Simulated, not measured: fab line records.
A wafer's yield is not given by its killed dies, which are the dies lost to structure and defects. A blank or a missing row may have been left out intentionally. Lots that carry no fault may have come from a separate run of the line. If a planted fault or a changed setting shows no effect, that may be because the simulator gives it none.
The same fault as seen by 2 desks    flow sky130    each desk holds nothing but its own numbers, with what lay behind them at the end

METROLOGY DESK
What the gauges read for every lot (on any tool): the sampled wafers with a number, averaged. The brackets show how far a lot's mean lies from the usual mean; more than 4 standard deviations puts the lot out of limits, marked OUT.
Columns: A = PWDE_OVL at SKY_PWDE_OVL_MEAS_07, usual 1.5 nm; B = NWELL_2_TW at SKY_NWELL_TW_MEAS_26, usual 502
lot   first seen here  A     B
L207  day 3 22:27      2.6   491
L208  day 4 01:57      2.6   511
L211  day 4 16:40      1.3   497
L212  day 5 00:29      2.4   507
L213  day 5 05:17      1.5   496
L214  day 5 05:53      2.3   506
L218  day 6 05:45      0.6   807 (+51) OUT
L219  day 8 00:06      2.1   798 (+49) OUT
L220  day 8 01:59      -0.5  499
L225  day 8 08:26      2.2   499
L226  day 8 11:38      0.6   506
L229  day 9 02:29      0.6   500
Finding of this desk: L218, L219 out of limits, first seen on L218 at day 7 20:30 (NWELL_2_TW at SKY_NWELL_TW_MEAS_26). Within limits: L207, L208, L211, L212, L213, L214, L220, L225, L226, L229.

AT THE TOOL OWNER'S DESK: implanter-03
SKY_NWELL_IMPLANT_24, tool's own readings: per-lot mean of the sampled wafers with a number, covering each lot this tool ran. The brackets show how far a lot's mean lies from the usual mean; more than 4 standard deviations puts the lot out of limits, marked OUT.
Columns: A = doseIonsCm2 at SKY_NWELL_IMPLANT_24, usual 9.201e+12; B = faradayCurrentUA at SKY_NWELL_IMPLANT_24, usual 51.9
lot   first seen here  A                            B
L208  day 5 08:50      9.190e+12                    51.7
L212  day 6 11:13      9.193e+12                    51.5
L218  day 7 20:16      3.928e+13 (+99 or more) OUT  220.5 (+99 or more) OUT
L219  day 9 18:29      3.929e+13 (+99 or more) OUT  222.5 (+99 or more) OUT
This desk's verdict: out of limits on L218, L219, starting with L218 at day 7 20:16 (doseIonsCm2 at SKY_NWELL_IMPLANT_24). Within limits: L208, L212.

TAKEN TOGETHER
On L218, L219, at day 7 20:16, an alarm was possible from the tool owner's desk.
An alarm was possible from the metrology desk at day 7 20:30, on L218, L219.
All the named lots went through SKY_NWELL_IMPLANT_24 on implanter-03.

WHAT THE SIMULATOR HAD PUT IN
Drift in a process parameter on implanter-03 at SKY_NWELL_IMPLANT_24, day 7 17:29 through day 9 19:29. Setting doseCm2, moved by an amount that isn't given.
Shown lots that were struck: L218, L219.
Counting hours from when the fault started, the first reading out of limits came at 3 for the tool owner's desk and at 3 for the metrology desk.
